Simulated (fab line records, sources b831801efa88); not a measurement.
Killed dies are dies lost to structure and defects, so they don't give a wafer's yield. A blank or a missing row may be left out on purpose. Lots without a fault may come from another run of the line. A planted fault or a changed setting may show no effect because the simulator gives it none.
Problem report in the 8D (eight disciplines) form, filled by code | flow gf180mcu | the parts of the form that need people (team, actions taken, sign-off) are left out

1. THE PROBLEM
run_length_s at GF_SAB_DEHYDRATE_02 reads a mean of 106.42 s on 3 wafers of 3 lots; wafers without a fault read 89.02 s with a standard deviation of 0.13. That is +99 or more standard deviations from the usual mean.
The step: time 60 s.
First seen on wafer L703.2, day 17 13:34, on litho_track-04. The record holds 40 wafers of 14 lots with a number at this step. Rule for "out", or "out of limits": more than 4 standard deviations from the usual mean. The other wafers with a number count as sound.

2. WHAT IT IS AND WHAT IT IS NOT
question                    | is                     | is not
which readings at this step | run_length_s           | -
which lots                  | L703, L704, L706       | L696, L698, L699, L709, L712, L713, L714, L715, L716, L717, L719
which wafers of those lots  | L703.2, L704.6, L706.6 | L703.4, L703.5, L704.1, L706.1
read on which tools         | litho_track-04         | litho_track-01, litho_track-03
when                        | from day 17 13:34      | up to then (11 sound wafers); but 26 sound wafers of L704, L706, L709, L712, L713, L714, L715, L716, L717, L719 came after

3. SUSPECTS, AND WHAT RULES EACH OUT
Counting: a tool at a process step up to the reading stays a suspect if it ran every lot that is out. Sound lots after the first of them don't rule it out here, since some wafers of a struck lot are sound.
- litho_track-04 at GF_SAB_DEHYDRATE_02 (time 60 s): kept. It ran every lot that is out, first L703 (day 17 13:34); its last sound lot up to then is L698 (day 15 10:38). Its own readings are out on those wafers: run_length_s.
Left after counting: litho_track-04 at GF_SAB_DEHYDRATE_02.

4. THE CAUSE (what the simulator had put in)
Process parameter drift: litho_track-04, from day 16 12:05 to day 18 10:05, at GF_SAB_DEHYDRATE_02. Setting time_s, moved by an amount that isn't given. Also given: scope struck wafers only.
Counting left only this tool.

5. THE CHAIN OF EFFECTS, in route order
Each row: a reading whose mean over the struck wafers that have a number lies more than 3 standard deviations from the usual. Only readings for which the record gives a usual standard deviation are gone through. hours: the time from each lot's start at the first step in this table that gives one to its start at this step, as a median over the lots. sigmas: the change in usual standard deviations.
hours | step                | reading      | usual   | on struck wafers | change | sigmas
0     | GF_SAB_DEHYDRATE_02 | run_length_s | 89.02 s | 106.42           | +17.40 | +99 or more
The process steps in it:
- GF_SAB_DEHYDRATE_02: time 60 s.

6. WHAT WOULD HAVE CAUGHT IT SOONER
In this record the first reading out of limits was taken at day 17 13:34, 25 hours after the fault began at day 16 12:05.
